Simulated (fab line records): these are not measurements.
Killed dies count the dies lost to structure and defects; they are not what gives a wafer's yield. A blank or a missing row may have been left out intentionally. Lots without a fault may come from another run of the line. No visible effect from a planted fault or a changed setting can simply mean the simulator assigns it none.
Split-lot study    flow gf180mcu    5 lots, 23 wafers read, on a route of 602 steps

== ON THE SPLIT ==
At GF_M3_SPUTTER_04 (material TiN, target thk 50 nm, time 41.7 s), the setting timeS was moved away from the recipe's 41.7 s on 6 of the 23 wafers read, by -10.2% to +7.3%. All remaining wafers had this setting at the recipe value.

The split's own step is where the reading is taken.

== THE READING ==
TiN_of_M3_SPUTTER_04.thkNm (the simulator's own value, which no gauge read), in nm, at GF_M3_SPUTTER_04 (material TiN, target thk 50 nm, time 41.7 s). There is no usual value for it anywhere in the file. Here, 17 wafers ran the recipe; their average is 50.16 nm with a standard deviation of 0.61 nm.

wafer   tool, chamber at the split  timeS as run, s  against the recipe  TiN_of_M3_SPUTTER_04.thkNm, nm  against lot-mates on the recipe
L076.2  pvdSputter-01, -            41.7             recipe              49.81                           -
L076.3  pvdSputter-01, -            41.7             recipe              50.43                           -
L076.4  pvdSputter-01, -            41.7             recipe              50.3                            -
L077.1  pvdSputter-02, -            37.45            -10.2%              45.06                           -4.77
L077.2  pvdSputter-02, -            37.45            -10.2%              45.06                           -4.77
L077.3  pvdSputter-02, -            41.7             recipe              49.45                           -
L077.4  pvdSputter-02, -            37.45            -10.2%              44.63                           -5.20
L077.5  pvdSputter-02, -            41.7             recipe              50.22                           -
L080.1  pvdSputter-03, -            41.7             recipe              49.8                            -
L080.2  pvdSputter-03, -            41.7             recipe              49.89                           -
L080.3  pvdSputter-03, -            41.7             recipe              49.16                           -
L080.4  pvdSputter-03, -            41.7             recipe              49.59                           -
L080.6  pvdSputter-03, -            41.7             recipe              49.33                           -
L082.1  pvdSputter-02, -            41.7             recipe              50.15                           -
L082.2  pvdSputter-02, -            44.75            +7.3%               54.14                           +4.05
L082.3  pvdSputter-02, -            44.75            +7.3%               53.79                           +3.70
L082.4  pvdSputter-02, -            44.75            +7.3%               53.69                           +3.59
L082.6  pvdSputter-02, -            41.7             recipe              50.04                           -
L083.2  pvdSputter-01, -            41.7             recipe              50.92                           -
L083.3  pvdSputter-01, -            41.7             recipe              50.34                           -
L083.4  pvdSputter-01, -            41.7             recipe              51.25                           -
L083.5  pvdSputter-01, -            41.7             recipe              50.95                           -
L083.6  pvdSputter-01, -            41.7             recipe              51.09                           -

FIT RESULTS
A straight line over all 23 wafers: TiN_of_M3_SPUTTER_04.thkNm changes by +0.512 nm for each +1% of timeS; r = +0.97; the points scatter about the line by 0.56 nm.
The same after taking each lot's own level away (the mean of its wafers on the recipe; 23 wafers): +0.495 nm for each +1%; r = +0.99; scatter 0.28 nm.
According to that fit, moving timeS by its largest amount changes the reading by 5 nm.
Across the lots, their own levels run from 49.554 to 50.910 nm, a range of 2.2 times the standard deviation given above.
Hence the lot-to-lot level has little effect on the slope; both slopes agree.
Check: for one of the wafers moved furthest among these (-10.2%), held out of the fit, the line's prediction against its lot-mates is -5.08 nm. It came out at -4.77 nm against them.

== THESE WAFERS: OTHER SPLITS ==
Before the reading, these wafers also passed through other splits. Each is held against what the fit with the lots' levels taken away leaves over:
other split on the same wafers  wafers away from the commonest value  r with TiN_of_M3_SPUTTER_04.thkNm (lot level and that fit taken away)
GF_V2_PEB_12 pebTimeS           10                                    -0.15
GF_V2_ETCH_17 sourceW           9                                     +0.12

== THE FILE'S OWN FIT ==
TiN_of_M3_SPUTTER_04.thkNm changes by +0.494 nm for each +1% of timeS, r = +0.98.
